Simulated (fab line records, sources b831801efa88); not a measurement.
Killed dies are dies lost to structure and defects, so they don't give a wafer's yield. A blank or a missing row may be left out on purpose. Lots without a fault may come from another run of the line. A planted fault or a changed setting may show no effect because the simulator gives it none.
fab line records | flow sky130
record lots=6 wafers=18 last_day=50
route steps=708 shown CAP2M@604 METAL4@621 PAD_OPEN@708
lots that met no fault: from a run of the same line without faults
start_h: hours from the record's first day to the start of the lot's first wafer shown | wait_h: hours since the lot's step before | " the same as in the row above | L1.1+2: a row that stands for several wafers | - no value, or no start given | * or withheld: withheld | < > ~ a bound
route shown NAME@n: a module of which the file shows steps, and the number in the route of the first | usual: mean/standard deviation of fault-free wafers | same: alike in all rows | chamber/n: place in a boat | sites: the reading at each site | _std_site: their standard deviation | _edge_site: outer sites' mean less inner sites' | radius_mm: how far each site lies from the wafer's centre | mask NAME#n: copy n | behind: the tool/chamber that last shaped the wafer | hold: why the lot was held/for how many hours/how that ended | device: the transistor (n, p or np) that didn't switch | end of line: the same wafers' tests at the end of the route | a step without rows: its recipe alone | killed: dies lost to structure and defects at the first sort, not the wafer's yield | map: a wafer's dies, x killed, . not, _ none there
set.NAME: the setting as run; set.NAME@STEP: as run at that earlier step | model.NAME: the simulator's own value behind a step, which no gauge read
lots at some steps of the route; a table a step, a row a wafer
services: from which hour (start_h, from the record's first day; less than 0 if before it) a tool's chamber was out of use, for how many hours, and why
## steps
# step SKY_CAP2M_THK_MEAS_01
# recipe reads=SiO2_of_CAP2M_CVD_00
# usual CAP2M_CVD_00_THK=15.55/0.23
# columns lot.wafer tool chamber start_h wait_h CAP2M_CVD_00_THK[nm]
L710.1 film_metro-03 - 945.54 - 15.31
L710.2 " - " " 15.58
L710.5 " - " " 15.87
L719.2 film_metro-02 - 994.89 - 15.69
L719.5 " - " " 15.99
L719.6 " - " " 15.64
L723.1 film_metro-02 - 1018.14 - 15.50
L723.2 " - " " 15.29
L723.5 " - " " 15.46
L724.1 film_metro-02 - 1024.07 - 15.31
L724.4 " - " " 15.88
L724.6 " - " " 15.74
L731.1 film_metro-04 - 1070.19 - 15.18
L731.3 " - " " 15.48
L731.4 " - " " 15.83
L732.1 film_metro-02 - 1073.44 - 15.09
L732.2 " - " " 15.49
L732.3 " - " " 15.18
# step SKY_CAP2M_SPUTTER_02
# recipe material=TiN target_thk_nm=200 temp_c=300 power_w=6500 time_s=162.6 chamber_pressure_pa=0.4
# usual throttle_valve_pct=30.2/0.99
# columns lot.wafer tool chamber start_h wait_h throttle_valve_pct
L710.1 pvd_sputter-04 - 945.60 0.1 30.0
L710.2 " - " " 30.4
L710.5 " - " " 29.8
L719.2 pvd_sputter-04 - 994.94 0.0 30.8
L719.5 " - " " 30.7
L719.6 " - " " 29.9
L723.1 pvd_sputter-04 - 1018.20 0.1 30.8
L723.2 " - " " 29.8
L723.5 " - " " 29.8
L724.1 pvd_sputter-02 - 1024.13 0.1 31.1
L724.4 " - " " 28.5
L724.6 " - " " 30.7
L731.1 pvd_sputter-04 - 1070.25 0.1 29.1
L731.3 " - " " 30.7
L731.4 " - " " 30.6
L732.1 pvd_sputter-03 - 1073.50 0.1 31.4
L732.2 " - " " 29.1
L732.3 " - " " 32.0
# step SKY_CAP2M_RS_MEAS_03
# recipe thk_meas_gauge=four-point-probe reads=TiN_of_CAP2M_SPUTTER_02
# usual CAP2M_TIN_RS=7.10/0.1
# columns lot.wafer tool chamber start_h wait_h CAP2M_TIN_RS[ohm/sq]
L710.1 film_metro-02 - 945.71 0.1 6.97
L710.2 " - " " 6.95
L710.5 " - " " 6.88
L719.2 film_metro-03 - 995.07 0.1 7.15
L719.5 " - " " 7.19
L719.6 " - " " 6.98
L723.1 film_metro-04 - 1018.31 0.1 6.96
L723.2 " - " " 6.98
L723.5 " - " " 7.00
L724.1 film_metro-03 - 1024.23 0.1 7.19
L724.4 " - " " 7.13
L724.6 " - " " 7.17
L731.1 film_metro-03 - 1070.35 0.1 7.15
L731.3 " - " " 7.21
L731.4 " - " " 7.13
L732.1 film_metro-04 - 1073.60 0.1 7.09
L732.2 " - " " 7.23
L732.3 " - " " 7.14
# step SKY_CAP2M_THK_MEAS_04
# recipe thk_meas_gauge=xrf reads=TiN_of_CAP2M_SPUTTER_02
# usual CAP2M_TIN_THK=193.7/2.7
# columns lot.wafer tool chamber start_h wait_h CAP2M_TIN_THK[nm]
L710.1 film_metro-02 - 945.83 0.1 197.3
L710.2 " - " " 196.7
L710.5 " - " " 200.1
L719.2 film_metro-03 - 995.18 0.1 192.3
L719.5 " - " " 192.3
L719.6 " - " " 197.0
L723.1 film_metro-04 - 1018.43 0.1 197.8
L723.2 " - " " 197.5
L723.5 " - " " 197.0
L724.1 film_metro-03 - 1024.35 0.1 191.2
L724.4 " - " " 193.2
L724.6 " - " " 192.3
L731.1 film_metro-03 - 1070.47 0.1 191.8
L731.3 " - " " 190.9
L731.4 " - " " 192.8
L732.1 film_metro-04 - 1073.72 0.1 194.6
L732.2 " - " " 191.1
L732.3 " - " " 193.9
# step SKY_CAP2M_DEHYDRATE_05
# recipe temp_c=200 time_s=60
# step SKY_CAP2M_HMDS_06
# recipe prime_time_s=60 prime_temp_c=120
# step SKY_CAP2M_COAT_07
# recipe resist=NOVOLAK spin_rpm=3000 resist_thk_nm=1140
# step SKY_CAP2M_SOFTBAKE_08
# recipe temp_c=90 time_s=60 resist=NOVOLAK
# step SKY_CAP2M_EXPOSE_09
# recipe mask_id=CAP2M na=0.6 source_shape=conventional sigma_outer=0.6 polarization=unpolarized target_cd_nm=1000 dose_mj=159
# step SKY_CAP2M_PEB_10
# recipe temp_c=withheld time_s=* resist=NOVOLAK
# step SKY_CAP2M_DEVELOP_11
# recipe resist=NOVOLAK developer=TMAH develop_time_s=60 dev_temp_c=23
# step SKY_CAP2M_OVL_MEAS_12
# usual CAP2M_OVL=-0.2/1.4
# columns lot.wafer tool chamber start_h wait_h CAP2M_OVL[nm]
L710.1 overlay-02 - 969.93 0.1 3.6
L710.2 " - " " 3.1
L710.5 " - " " 1.3
L719.2 overlay-02 - 1018.62 0.1 3.4
L719.5 " - " " 1.2
L719.6 " - " " 1.6
L723.1 overlay-02 - 1040.71 0.1 0.4
L723.2 " - " " -0.1
L723.5 " - " " -1.1
L724.1 overlay-02 - 1046.33 0.1 1.7
L724.4 " - " " -0.1
L724.6 " - " " -0.5
L731.1 overlay-01 - 1091.13 0.1 -1.4
L731.3 " - " " -3.3
L731.4 " - " " -2.0
L732.1 overlay-02 - 1093.66 0.1 1.9
L732.2 " - " " 0.9
L732.3 " - " " 1.5
# step SKY_CAP2M_METAL_ETCH_13
# recipe target_depth_nm=220 stop_on=SiO2 chemistry=Cl2/BCl3 target=TiN pressure_mtorr=10 icp_w=900 bias_w=48.5 Cl2_flow_sccm=60 bcl3_flow_sccm=30 time_s=62.9
# usual bcl3_flow_sccm=30.01/0.095 bias_w=48.51/0.15 drypump_motor_current_A=5.4/0.46 mfc_cl2_sccm=60.04/0.18 oes_product_au=0.926/0.0089 throttle_valve_pct=21.911/0.01
# columns lot.wafer tool chamber start_h wait_h bcl3_flow_sccm bias_w drypump_motor_current_A mfc_cl2_sccm oes_product_au rf_hours_counter_h throttle_valve_pct model.SiO2_of_CAP2M_CVD_00.thk_nm
L710.1 rie_metal-01 1 969.97 0.0 29.88 48.25 5.6 60.13 0.921 14 21.912 15.33
L710.2 " 0 " " 30.18 48.53 5.0 60.05 0.935 12 21.906 15.58
L710.5 " 0 " " 30.08 48.49 5.0 59.96 0.945 - 21.894 15.88
L719.2 rie_metal-03 1 1018.65 0.0 29.86 48.30 6.6 60.20 0.921 20 21.907 15.67
L719.5 " 0 " " 29.78 48.47 5.6 59.99 0.920 - 21.910 15.98
L719.6 " 1 " " 29.90 48.40 6.6 60.22 0.934 - 21.915 15.65
L723.1 rie_metal-01 1 1040.74 0.0 29.94 53.57 5.6 59.91 0.938 18 21.906 14.38
L723.2 " 1 " " 30.11 53.52 5.6 60.09 0.932 - 21.890 14.14
L723.5 " 1 " " 29.90 53.40 5.7 59.75 0.932 - 21.909 14.35
L724.1 rie_metal-01 1 1046.37 0.0 30.05 53.38 5.7 60.08 0.923 19 21.919 14.16
L724.4 " 1 " " 30.08 53.16 5.7 59.74 0.927 - 21.903 14.7
L724.6 " 1 " " 30.09 53.25 5.7 60.02 0.920 - 21.920 14.57
L731.1 rie_metal-04 0 1091.17 0.0 30.05 48.50 4.7 59.94 0.929 14 21.933 15.18
L731.3 " 1 " " 29.98 48.44 5.2 60.15 0.921 - 21.901 15.47
L731.4 " 0 " " 29.85 48.82 4.7 59.88 0.921 - 21.920 15.83
L732.1 rie_metal-04 0 1093.69 0.0 30.11 48.41 4.7 59.78 0.931 14 21.914 15.08
L732.2 " 1 " " 29.91 48.50 5.2 59.91 0.924 23 21.922 15.52
L732.3 " 1 " " 30.06 48.50 5.2 60.03 0.923 - 21.906 15.22
# step SKY_CAP2M_STRIP_14
# recipe chemistry=O2/N2 power_w=1400 pressure_mtorr=1500 platen_temp_c=withheld o2_flow_sccm=3000 n2_flow_sccm=300 overash_fraction=0.5
# usual drypump_motor_current_A=5.8/0.44 o2_flow_sccm=3000/8.6 oes_product_au=0.710/0.0045 strip_time_to_endpoint_s=12.63/0.058
# columns lot.wafer tool chamber start_h wait_h drypump_motor_current_A o2_flow_sccm oes_product_au rf_hours_counter_h strip_time_to_endpoint_s
L710.1 plasma_asher-02 1 970.04 0.1 5.0 3004 0.710 56 12.48
L710.2 " 0 " " 6.0 2999 0.717 56 12.60
L710.5 " 1 " " 5.0 3008 0.713 - 12.57
L719.2 plasma_asher-04 1 1018.72 0.1 5.6 3004 0.707 122 12.69
L719.5 " 0 " " 5.9 2980 0.710 - 12.70
L719.6 " 1 " " 5.6 3010 0.712 - 12.74
L723.1 plasma_asher-03 1 1040.96 0.2 5.9 2993 0.720 89 12.50
L723.2 " 0 " " 6.3 3002 0.700 89 12.51
L723.5 " 0 " " 6.4 3006 0.710 - 12.52
L724.1 plasma_asher-02 0 1046.52 0.1 6.0 2978 0.710 64 12.56
L724.4 " 1 " " 5.0 3002 0.709 - 12.58
L724.6 " 0 " " 6.0 3001 0.708 - 12.55
L731.1 plasma_asher-03 0 1091.25 0.1 6.4 3011 0.714 94 12.54
L731.3 " 0 " " 6.4 2999 0.717 - 12.61
L731.4 " 1 " " 5.9 3002 0.712 - 12.56
L732.1 plasma_asher-04 1 1093.77 0.1 5.6 3011 0.705 3 12.68
L732.2 " 0 " " 5.9 3005 0.701 3 12.60
L732.3 " 0 " " 5.9 3003 0.713 - 12.66
# step SKY_CAP2M_STRIP_15
# recipe chemistry=post_etch_residue_remover time_s=1200 temp_c=72.5
# step SKY_CAP2M_CLEAN_16
# recipe chemistry=IPA time_s=180 temp_c=25
# step SKY_CAP2M_CLEAN_17
# recipe chemistry=O3/DIW dry=n2_spin
# step SKY_METAL4_DEHYDRATE_05
# recipe temp_c=200 time_s=60
# step SKY_METAL4_HMDS_06
# recipe prime_time_s=60 prime_temp_c=120
# step SKY_METAL4_COAT_07
# recipe resist=BARC temp_c=withheld time_s=withheld spin_rpm=3000 resist_thk_nm=60
# step SKY_METAL4_COAT_08
# recipe resist=KrF-thick spin_rpm=3000 resist_thk_nm=1140
# step SKY_METAL4_SOFTBAKE_09
# recipe temp_c=100 time_s=90 resist=KrF-thick
# step SKY_METAL4_EXPOSE_10
# recipe mask_id=MM4 na=0.68 source_shape=annular sigma_inner=0.4 sigma_outer=0.8 target_cd_nm=300 dose_mj=28
# step SKY_METAL4_PEB_11
# recipe peb_temp_c=withheld peb_time_s=withheld resist=KrF-thick
# step SKY_METAL4_DEVELOP_12
# recipe develop_time_s=57.7 resist=KrF-thick dev_temp_c=21
# step SKY_METAL4_CD_MEAS_13
# recipe target_cd_nm=300
# usual cd_nm=299.9/1.7
# columns lot.wafer tool chamber start_h wait_h cd_nm
L710.1 cd_sem-01 - 994.41 - 299.3
L710.2 " - " " 298.6
L710.5 " - " " 299.4
L719.2 cd_sem-01 - 1042.12 - 296.6
L719.5 " - " " 297.3
L719.6 " - " " 296.7
L723.1 cd_sem-02 - 1063.91 - 298.4
L723.2 " - " " 298.2
L723.5 " - " " 298.0
L724.1 cd_sem-01 - 1068.36 - 297.6
L724.4 " - " " 298.8
L724.6 " - " " 298.0
L731.1 cd_sem-02 - 1112.26 - 301.7
L731.3 " - " " 302.6
L731.4 " - " " 302.2
L732.1 cd_sem-01 - 1114.66 - 297.5
L732.2 " - " " 295.2
L732.3 " - " " 298.5
# step SKY_METAL4_OVL_MEAS_14
# usual METAL4_OVL=-3/5.9
# columns lot.wafer tool chamber start_h wait_h METAL4_OVL[nm]
L710.1 overlay-02 - 994.53 0.1 -11
L710.2 " - " " -12
L710.5 " - " " -15
L719.2 overlay-01 - 1042.22 0.1 0
L719.5 " - " " 9
L719.6 " - " " 6
L723.1 overlay-02 - 1064.03 0.1 -8
L723.2 " - " " -5
L723.5 " - " " -6
L724.1 overlay-01 - 1068.48 0.1 -4
L724.4 " - " " -5
L724.6 " - " " -1
L731.1 overlay-02 - 1112.38 0.1 -3
L731.3 " - " " -2
L731.4 " - " " 1
L732.1 overlay-01 - 1114.78 0.1 -8
L732.2 " - " " -12
L732.3 " - " " -7
# step SKY_METAL4_DESCUM_15
# recipe chemistry=O2 source_power_w=150 bias_power_w=0 pressure_mtorr=10 temp_c=40 time_s=8
# usual drypump_motor_current_A=5.7/0.49 oes_product_au=0.999/0.014 temp_c=40.00/0.12
# columns lot.wafer tool chamber start_h wait_h drypump_motor_current_A oes_product_au rf_hours_counter_h temp_c
L710.1 rie_metal-02 0 994.56 0.0 5.2 0.998 18 39.96
L710.2 " 1 " " 6.0 0.994 17 40.01
L710.5 " 0 " " 5.2 0.998 - 40.04
L719.2 rie_metal-03 0 1042.25 0.0 5.6 0.982 9 40.13
L719.5 " 1 " " 6.5 0.987 - 39.93
L719.6 " 0 " " 5.6 0.988 - 40.00
L723.1 rie_metal-02 0 1064.07 0.0 5.2 1.012 23 39.92
L723.2 " 1 " " 6.0 0.999 22 39.96
L723.5 " 1 " " 5.9 0.994 - 39.97
L724.1 rie_metal-01 0 1068.52 0.0 5.0 1.004 17 39.87
L724.4 " 0 " " 5.0 1.010 - 39.90
L724.6 " 1 " " 5.6 1.019 - 40.00
L731.1 rie_metal-03 0 1112.41 0.0 5.6 0.991 16 40.14
L731.3 " 0 " " 5.6 0.989 - 40.06
L731.4 " 1 " " 6.5 1.003 - 40.15
L732.1 rie_metal-02 0 1114.81 0.0 5.2 1.008 27 40.07
L732.2 " 1 " " 6.0 0.997 26 40.00
L732.3 " 0 " " 5.1 1.012 - 40.16
# step SKY_METAL4_ETCH_16
# recipe chemistry=N2/H2 target=BARC ion_energy_ev=200 bias_w=100 pressure_mtorr=30 n2_flow_sccm=100 h2_flow_sccm=200 icp_w=500 stop_on=SiO2 time_s=88.2 target_depth_a=600
# usual bias_w=100.0/0.31 drypump_motor_current_A=5.7/0.49 oes_product_au=0.625/0.0043 throttle_valve_pct=13.204/0.01
# columns lot.wafer tool chamber start_h wait_h bias_w drypump_motor_current_A oes_product_au rf_hours_counter_h throttle_valve_pct
L710.1 rie_metal-02 0 994.60 0.0 100.3 5.2 0.626 18 13.210
L710.2 " 1 " " 100.1 6.0 0.617 17 13.210
L710.5 " 0 " " 100.4 5.2 0.615 - 13.207
L719.2 rie_metal-03 0 1042.28 0.0 100.6 5.6 0.628 9 13.210
L719.5 " 1 " " 100.0 6.6 0.628 - 13.212
L719.6 " 0 " " 100.2 5.6 0.625 - 13.205
L723.1 rie_metal-02 0 1064.10 0.0 99.6 5.2 0.626 23 13.203
L723.2 " 1 " " 100.2 6.0 0.624 22 13.206
L723.5 " 1 " " 99.7 5.9 0.622 - 13.211
L724.1 rie_metal-01 0 1068.55 0.0 100.1 5.0 0.625 17 13.201
L724.4 " 0 " " 100.1 5.0 0.631 - 13.209
L724.6 " 1 " " 99.6 5.6 0.624 - 13.207
L731.1 rie_metal-03 0 1112.45 0.0 99.5 5.7 0.634 16 13.184
L731.3 " 0 " " 99.6 5.6 0.625 - 13.207
L731.4 " 1 " " 99.9 6.6 0.628 - 13.225
L732.1 rie_metal-02 0 1114.85 0.0 100.2 5.2 0.623 27 13.194
L732.2 " 1 " " 100.0 6.0 0.622 26 13.197
L732.3 " 0 " " 99.6 5.2 0.620 - 13.203
# step SKY_METAL4_ETCH_17
# recipe target=SiO2 stop_on=TiN chemistry=C4F8/O2/Ar source_w=1500 bias_w=1200 pressure_mtorr=40 c4f8_flow_sccm=withheld O2_flow_sccm=6 Ar_flow_sccm=300 time_s=3.9 target_depth_a=150
# usual bias_w=1200/3.3 oes_product_au=0.756/0.0076
# columns lot.wafer tool chamber start_h wait_h bias_w oes_product_au rf_hours_counter_h model.etch.depth_nm
L710.1 rie_diel-04 3 994.69 0.1 1200 0.753 5 15.33
L710.2 " 0 " " 1198 0.746 9 15.58
L710.5 " 3 " " 1195 0.767 - 15.88
L719.2 rie_diel-02 2 1042.38 0.1 1198 0.762 19 15.67
L719.5 " 1 " " 1206 0.757 - 15.98
L719.6 " 2 " " 1204 0.755 - 15.65
L723.1 rie_diel-02 0 1064.20 0.1 1197 0.729 15 14.38
L723.2 " 1 " " 1205 0.723 13 14.14
L723.5 " 3 " " 1201 0.720 - 14.35
L724.1 rie_diel-03 1 1068.65 0.1 1196 0.723 12 14.16
L724.4 " 0 " " 1194 0.736 13 14.7
L724.6 " 0 " " 1199 0.725 - 14.57
L731.1 rie_diel-04 1 1112.54 0.1 1198 0.739 24 15.18
L731.3 " 3 " " 1198 0.752 9 15.47
L731.4 " 0 " " 1203 0.762 13 15.83
L732.1 rie_diel-04 3 1114.94 0.1 1199 0.750 9 15.08
L732.2 " 2 " " 1196 0.752 22 15.52
L732.3 " 0 " " 1199 0.748 13 15.22
# step SKY_METAL4_METAL_ETCH_18
# recipe target_depth_a=8450 stop_on=SiO2 over_etch_frac=0.3 time_s=183.1 chemistry=Cl2/BCl3 resist_sidewall_deg=88 pressure_mtorr=10 icp_w=900 bias_w=48.5 Cl2_flow_sccm=60 bcl3_flow_sccm=30
# usual bcl3_flow_sccm=30.00/0.093 bias_w=48.53/0.15 drypump_motor_current_A=5.7/0.49 mfc_cl2_sccm=60.02/0.19 oes_product_au=0.866/0.0069 throttle_valve_pct=22.264/0.0086
# columns lot.wafer tool chamber start_h wait_h bcl3_flow_sccm bias_w drypump_motor_current_A mfc_cl2_sccm oes_product_au rf_hours_counter_h throttle_valve_pct
L710.1 rie_metal-01 0 994.71 0.0 29.97 48.48 5.0 59.80 0.884 13 22.261
L710.2 " 1 " " 29.90 48.42 5.7 60.07 0.867 16 22.258
L710.5 " 0 " " 30.03 48.43 5.0 60.00 0.870 - 22.261
L719.2 rie_metal-01 1 1042.46 0.1 29.86 48.55 5.7 59.71 0.859 - 22.271
L719.5 " 1 " " 29.91 48.65 5.6 59.88 0.856 - 22.257
L719.6 " 1 " " 30.07 48.42 5.7 60.03 0.859 - 22.258
L723.1 rie_metal-01 1 1064.22 0.0 29.95 48.71 5.7 60.12 0.872 21 22.275
L723.2 " 0 " " 29.95 48.57 5.0 60.08 0.862 17 22.272
L723.5 " 1 " " 30.02 48.66 5.7 60.13 0.882 - 22.271
L724.1 rie_metal-03 1 1068.67 0.0 29.95 48.36 6.6 60.07 0.875 0 22.256
L724.4 " 1 " " 29.98 48.43 6.5 60.03 0.859 - 22.271
L724.6 " 1 " " 30.06 48.56 6.6 59.92 0.866 - 22.264
L731.1 rie_metal-01 1 1112.56 0.0 29.86 48.62 5.7 60.07 0.868 24 22.280
L731.3 " 0 " " 29.84 48.52 5.0 60.00 0.868 - 22.273
L731.4 " 1 " " 29.88 48.63 5.6 60.02 0.862 - 22.273
L732.1 rie_metal-03 0 1114.96 0.0 29.91 48.71 5.7 59.67 0.869 16 22.267
L732.2 " 1 " " 30.15 48.62 6.5 59.90 0.858 4 22.269
L732.3 " 1 " " 30.12 48.21 6.6 59.77 0.864 - 22.262
# step SKY_PAD_OPEN_PROBE_99
# usual killed_at_M0_to_M3=42/6.8 killed_at_M4_up=3.4/1.8 killed_at_contacts=25/5.7 killed_at_front_end=16/4.8 killed_at_other=0.2/0.39 killed_dies=87/9.6 killed_open=47/6.9 killed_short=40/6.3
# same gross_dies=492 killed_at_back_side=0
# columns lot.wafer tool chamber start_h wait_h killed_at_M0_to_M3 killed_at_M4_up killed_at_contacts killed_at_front_end killed_at_other killed_dies killed_open killed_short
L723.1 prober-02 - 1150.43 0.1 40 2 32 18 0 92 56 35
L723.2 prober-02 - 1150.48 0.1 39 1 31 14 1 86 47 36
L723.5 prober-02 - 1150.63 0.2 47 2 25 20 0 94 46 43
L724.1 prober-01 - 1154.71 0.1 56 3 27 15 0 101 50 51
L724.4 prober-01 - 1154.86 0.2 38 5 34 22 0 99 56 41
L724.6 prober-01 - 1154.96 0.2 53 4 20 21 0 98 51 44
L732.1 prober-01 - 1190.62 0.1 40 3 26 4 0 73 48 25
L732.2 prober-01 - 1190.67 0.1 34 1 27 12 0 74 44 30
L732.3 prober-01 - 1190.72 0.2 42 1 21 16 0 80 44 36
# killed by level:class
L723.1 CONTACT:geometric_particle:open=15 VIA3:geometric_particle:open=8 VIA2:geometric_particle:open=7 LI_CONTACT:geometric_particle:open=6 VIA1:geometric_particle:open=6 POLY_GATE:geometric_particle:open=5 CONTACT:geometric_particle:short=5 FIELD_ISO:geometric_particle:open=4
L723.2 LI_CONTACT:geometric_particle:open=9 CONTACT:geometric_particle:open=9 VIA2:geometric_particle:open=8 VIA1:geometric_particle:open=8 CONTACT:geometric_particle:short=6 VIA3:geometric_particle:open=6 LOCAL_INTERCONNECT:geometric_particle:short=5 VIA1:geometric_particle:short=5
L723.5 VIA1:geometric_particle:open=10 LI_CONTACT:geometric_particle:open=10 VIA2:geometric_particle:open=8 FIELD_ISO:geometric_particle:open=5 METAL1:geometric_particle:short=5 VIA1:geometric_particle:short=5 METAL2:geometric_particle:short=5 METAL3:geometric_particle:short=5
L724.1 VIA1:geometric_particle:open=15 CONTACT:geometric_particle:open=10 LI_CONTACT:geometric_particle:open=8 VIA1:geometric_particle:short=8 METAL2:geometric_particle:short=8 VIA2:geometric_particle:open=6 METAL1:geometric_particle:short=6 VIA2:geometric_particle:short=5
L724.4 CONTACT:geometric_particle:open=14 LI_CONTACT:geometric_particle:open=11 FIELD_ISO:geometric_particle:open=8 VIA1:geometric_particle:open=7 METAL4:geometric_particle:short=5 METAL1:geometric_particle:short=5 VIA2:geometric_particle:open=5 FIELD_ISO:geometric_particle:short=4
L724.6 VIA1:geometric_particle:open=12 CONTACT:geometric_particle:open=8 METAL1:geometric_particle:short=8 METAL2:geometric_particle:short=6 VIA2:geometric_particle:open=6 VIA3:geometric_particle:open=6 LI_CONTACT:geometric_particle:open=5 VIA1:geometric_particle:short=5
L732.1 CONTACT:geometric_particle:open=10 VIA1:geometric_particle:open=10 VIA3:geometric_particle:open=8 VIA2:geometric_particle:open=6 METAL2:geometric_particle:short=5 LI_CONTACT:geometric_particle:open=4 LOCAL_INTERCONNECT:geometric_particle:short=4 LI_CONTACT:geometric_particle:short=3
L732.2 CONTACT:geometric_particle:open=10 VIA3:geometric_particle:open=8 LI_CONTACT:geometric_particle:open=6 VIA1:geometric_particle:open=5 CONTACT:geometric_particle:short=5 VIA2:geometric_particle:short=5 VIA2:geometric_particle:open=5 LOCAL_INTERCONNECT:geometric_particle:short=4
L732.3 METAL1:geometric_particle:short=9 VIA1:geometric_particle:open=8 CONTACT:geometric_particle:open=6 LI_CONTACT:geometric_particle:open=5 METAL2:geometric_particle:short=5 VIA1:geometric_particle:short=5 VIA2:geometric_particle:open=5 FIELD_ISO:geometric_particle:open=4
## services
# columns tool chamber start_h hours kind
rie_diel-04 3 923.91 3.2 repair
pvd_sputter-02 - 931.45 1.9 repair
rie_diel-04 - 938.56 2.6 repair
plasma_asher-04 - 945.25 3.0 repair
rie_diel-03 - 947.44 4.3 pm
plasma_asher-04 - 947.79 2.3 repair
rie_diel-02 3 964.56 14.0 repair
pvd_sputter-02 - 966.21 5.3 repair
rie_diel-02 1 972.04 44.8 repair
rie_diel-04 1 973.76 4.8 repair
rie_diel-03 3 975.54 5.2 repair
rie_metal-03 - 986.79 14.6 pm
rie_diel-04 2 989.84 5.2 repair
pvd_sputter-02 - 1003.37 0.8 repair
rie_metal-01 1 1005.90 12.0 repair
pvd_sputter-03 - 1018.12 6.7 repair
plasma_asher-04 - 1029.31 21.5 pm
rie_metal-01 0 1033.05 18.8 repair
plasma_asher-04 - 1055.25 9.0 pm
rie_metal-03 0 1066.89 5.6 repair
rie_diel-03 0 1071.98 12.2 repair
pvd_sputter-04 - 1078.30 4.2 repair
rie_diel-03 3 1090.16 6.0 repair
plasma_asher-03 - 1093.37 6.7 repair
## key
first_sign step=SKY_CAP2M_METAL_ETCH_13 reading=bias_w direction=up sigmas=32 usual=48.51 struck=53.38
effect step=SKY_METAL4_ETCH_17 reading=oes_product_au direction=down sigmas=4 usual=0.756 struck=0.726
model_effect step=SKY_CAP2M_METAL_ETCH_13 value=SiO2_of_CAP2M_CVD_00.thk_nm without=15.54 struck=14.38
model_effect step=SKY_METAL4_ETCH_17 value=etch.depth_nm without=15.54 struck=14.38
met_at SKY_CAP2M_METAL_ETCH_13
struck_wafers L723.1,L723.2,L723.5,L724.1,L724.4,L724.6
tester_left_out L723,L724
onset_between 969.97 1040.74
earlier_fault kind=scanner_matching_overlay tool=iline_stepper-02 chamber=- onset_h=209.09 steps=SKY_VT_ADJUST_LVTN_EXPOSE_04 offset=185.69
earlier_fault kind=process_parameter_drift tool=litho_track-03 chamber=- onset_h=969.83 steps=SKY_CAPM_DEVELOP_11 channel=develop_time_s offset=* shape=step acts_in=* stated=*
fault kind=process_parameter_drift tool=rie_metal-01 chamber=1 onset_h=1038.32 steps=SKY_CAP2M_METAL_ETCH_13 channel=bias_w offset=4.8829 shape=step acts_in=these_recipes_only stated=48.5
# tester_left_out: of these lots the tester's yield and bins aren't shown, on N5 and GAA mostly nor the transistor test; their killed dies are dies lost to structure and defects alone, not to doping, threshold or leakage, so they don't give the yield
